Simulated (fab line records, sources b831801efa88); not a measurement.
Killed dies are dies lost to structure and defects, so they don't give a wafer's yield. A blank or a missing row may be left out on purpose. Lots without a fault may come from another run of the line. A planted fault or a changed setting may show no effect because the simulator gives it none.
Which tool did it? | flow gf180mcu | 13 lots, 39 wafers sampled, at 7 steps of a route of 602

WHAT THE GAUGES READ, wafer by wafer
GF_POLY_GATE_CD_MEAS_10: target cd 280 nm. Usual: cd_nm 280.1 nm, standard deviation 1.
lot  | measured     | on        | cd_nm (nm)        | flag
L362 | day 9 23:25  | cd_sem-02 | 280.0 280.7 281.4 |
L365 | day 11 01:40 | cd_sem-01 | 281.2 280.7 281.9 |
L368 | day 11 14:56 | cd_sem-02 | 280.5 280.6 279.4 |
L371 | day 12 12:38 | cd_sem-01 | 279.4 279.7 279.2 |
L372 | day 12 19:04 | cd_sem-01 | 280.1 279.8 281.5 |
L374 | day 13 08:10 | cd_sem-02 | 279.9 279.3 278.5 |
L375 | day 13 17:40 | cd_sem-01 | 278.5 277.4 278.7 |
L377 | day 14 08:31 | cd_sem-01 | 280.6 280.4 279.8 |
L378 | day 14 14:29 | cd_sem-01 | 281.6 279.7 281.3 |
L379 | day 15 01:23 | cd_sem-02 | 281.1 280.1 279.7 |
L380 | day 15 06:29 | cd_sem-01 | 280.5 279.6 279.9 |
L381 | day 15 12:23 | cd_sem-01 | 278.6 278.5 278.5 |
L382 | day 15 19:08 | cd_sem-01 | 278.9 279.9 278.8 |

GF_POLY_GATE_OVL_MEAS_11. Usual: POLY_GATE_OVL -5 nm, standard deviation 6.7.
lot  | measured     | on         | POLY_GATE_OVL (nm) | flag
L362 | day 9 23:31  | overlay-01 | 1 2 1              |
L365 | day 11 01:47 | overlay-02 | -12 -13 -12        |
L368 | day 11 15:01 | overlay-01 | 3 -6 2             |
L371 | day 12 12:43 | overlay-01 | -15 -14 -18        |
L372 | day 12 19:11 | overlay-02 | -3 -6 -3           |
L374 | day 13 08:16 | overlay-01 | -7 -11 -17         |
L375 | day 13 17:46 | overlay-02 | -1 5 0             |
L377 | day 14 08:38 | overlay-02 | -2 2 4             |
L378 | day 14 14:34 | overlay-02 | 0 -5 -6            |
L379 | day 15 01:31 | overlay-02 | -1 -1 1            |
L380 | day 15 06:35 | overlay-01 | -9 -10 -9          |
L381 | day 15 12:29 | overlay-01 | -10 -8 -5          |
L382 | day 15 19:16 | overlay-01 | 0 5 -1             |

GF_HV_LDD_THK_MEAS_57. Usual: HV_LDD_CVD_56_THK 89.7 nm, standard deviation 0.74.
lot  | measured     | on            | HV_LDD_CVD_56_THK (nm) | flag
L362 | day 13 10:26 | film_metro-01 | 88.9 88.8 88.8         |
L365 | day 14 13:28 | film_metro-01 | 90.2 89.3 89.4         |
L368 | day 15 05:23 | film_metro-01 | 90.1 89.7 89.5         |
L371 | day 16 08:06 | film_metro-02 | 89.1 88.7 89.2         |
L372 | day 16 13:07 | film_metro-02 | 89.8 89.5 89.8         |
L374 | day 17 06:22 | film_metro-01 | 89.6 89.5 89.6         |
L375 | day 17 16:17 | film_metro-02 | 90.3 90.0 90.8         |
L377 | day 18 08:52 | film_metro-02 | 89.6 90.2 89.2         |
L378 | day 18 15:08 | film_metro-01 | 90.5 90.5 90.2         |
L379 | day 19 02:36 | film_metro-02 | 89.9 89.8 89.3         |
L380 | day 19 09:47 | film_metro-03 | 90.1 90.4 89.5         |
L381 | day 19 15:58 | film_metro-02 | 89.6 89.9 90.4         |
L382 | day 20 02:00 | film_metro-03 | 90.4 90.7 91.1         |

GF_NSD_CD_MEAS_07: target cd 400 nm. Usual: cd_nm 400.4 nm, standard deviation 2.6.
lot  | measured     | on        | cd_nm (nm)        | flag
L362 | day 14 07:20 | cd_sem-01 | 399.1 397.0 398.8 |
L365 | day 15 11:07 | cd_sem-01 | 397.9 397.1 398.8 |
L368 | day 16 02:53 | cd_sem-01 | - - -             | OFF
L371 | day 17 06:37 | cd_sem-02 | 401.3 402.4 402.9 |
L372 | day 17 11:34 | cd_sem-01 | 399.7 400.0 398.2 |
L374 | day 18 05:56 | cd_sem-02 | 401.0 397.5 400.1 |
L375 | day 18 15:40 | cd_sem-01 | 405.4 405.2 404.7 |
L377 | day 19 09:45 | cd_sem-01 | 400.5 400.1 402.1 |
L378 | day 19 16:08 | cd_sem-01 | 397.3 397.6 395.9 |
L379 | day 20 03:18 | cd_sem-01 | 396.6 397.7 395.4 |
L380 | day 20 10:13 | cd_sem-01 | 403.5 403.9 402.9 |
L381 | day 20 16:37 | cd_sem-02 | 404.4 401.4 402.8 |
L382 | day 21 02:06 | cd_sem-02 | 400.0 400.2 401.2 |

GF_NSD_TW_MEAS_12. Usual: NSD_TW 4231, standard deviation 26.
lot  | measured     | on            | NSD_TW         | flag
L362 | day 14 07:52 | film_metro-03 | 4195 4221 4216 |
L365 | day 15 11:41 | film_metro-01 | 4232 4259 4243 |
L368 | day 16 03:26 | film_metro-04 | 30 30 30       | OFF
L371 | day 17 07:08 | film_metro-04 | 4247 4223 4237 |
L372 | day 17 12:08 | film_metro-03 | 4188 4189 4206 |
L374 | day 18 06:29 | film_metro-03 | 4206 4228 4188 |
L375 | day 18 16:13 | film_metro-03 | 4205 4222 4214 |
L377 | day 19 10:19 | film_metro-01 | 4235 4267 4265 |
L378 | day 19 16:40 | film_metro-04 | 4241 4236 4235 |
L379 | day 20 03:51 | film_metro-04 | 4265 4283 4270 |
L380 | day 20 10:46 | film_metro-01 | 4226 4257 4271 |
L381 | day 20 17:10 | film_metro-03 | 4216 4199 4210 |
L382 | day 21 02:39 | film_metro-03 | 4199 4229 4211 |

GF_PSD_TW_MEAS_11. Usual: PSD_TW 3168, standard deviation 19.
lot  | measured     | on            | PSD_TW         | flag
L362 | day 15 05:08 | film_metro-04 | 3182 3198 3195 |
L365 | day 16 10:07 | film_metro-03 | 3143 3139 3148 |
L368 | day 17 02:34 | film_metro-01 | 4261 4235 4244 | OFF
L371 | day 18 06:40 | film_metro-01 | 3161 3176 3155 |
L372 | day 18 11:27 | film_metro-04 | 3197 3178 3185 |
L374 | day 19 06:52 | film_metro-04 | 3152 3153 3157 |
L375 | day 19 16:49 | film_metro-03 | 3137 3155 3173 |
L377 | day 20 10:47 | film_metro-03 | 3158 3152 3157 |
L378 | day 20 17:30 | film_metro-03 | 3157 3146 3143 |
L379 | day 21 03:45 | film_metro-03 | 3183 3172 3169 |
L380 | day 21 10:27 | film_metro-03 | 3166 3156 3179 |
L381 | day 21 17:12 | film_metro-03 | 3155 3177 3162 |
L382 | day 22 02:59 | film_metro-03 | 3148 3151 3143 |

WHICH TOOL RAN EACH LOT (tool, then ch and the chambers of the sampled wafers, then the start)
lot  | GF_NSD_EXPOSE_04
L362 | iline_stepper-02 ch 0, day 13 20:48
L365 | iline_stepper-01 ch 0, day 15 00:27
L368 | iline_stepper-01 ch 0, day 15 16:23
L371 | iline_stepper-01 ch 0, day 16 19:13
L372 | iline_stepper-01 ch 0, day 17 00:19
L374 | iline_stepper-01 ch 0, day 17 17:59
L375 | iline_stepper-02 ch 0, day 18 03:59
L377 | iline_stepper-01 ch 0, day 18 21:12
L378 | iline_stepper-01 ch 0, day 19 03:22
L379 | iline_stepper-02 ch 0, day 19 15:08
L380 | iline_stepper-01 ch 0, day 19 21:56
L381 | iline_stepper-02 ch 0, day 20 04:38
L382 | iline_stepper-02 ch 0, day 20 14:19
- GF_NSD_EXPOSE_04: exposes mask Nplus, target cd 400 nm.

WHAT THE TOOLS THEMSELVES READ (means of the sampled wafers that have a number; where no wafer has one, the mark that the record gives instead)
The record holds no such reading with a usual standard deviation.

THE ANSWER, worked out from the rows above alone
Rule: a lot is off if the mean of its wafers that have a number lies more than 3 standard deviations from the usual mean. A lot without any number at a reading at which 4 lots or more have one is off too. The other lots that the step has rows for count as sound. The gauges are gone through in route order, then the tools' own readings, and for those a lot's mean is taken as printed above. The first step at which some lot is off is used, and at that step the reading that is off furthest; a lot without a number counts as furthest.
Off: L368, at GF_NSD_CD_MEAS_07 (cd_nm). Without a number there: L368.
A tool fits if, at a process step before that reading, it ran every lot that is off, and no sound lot after the first of them. The gauges at GF_NSD_CD_MEAS_07 aren't tried: what is off there is off at GF_NSD_TW_MEAS_12 too, on other tools, and a gauge's error can't cause that. None of those tried fits.

WHAT THE SIMULATOR HAD PUT IN
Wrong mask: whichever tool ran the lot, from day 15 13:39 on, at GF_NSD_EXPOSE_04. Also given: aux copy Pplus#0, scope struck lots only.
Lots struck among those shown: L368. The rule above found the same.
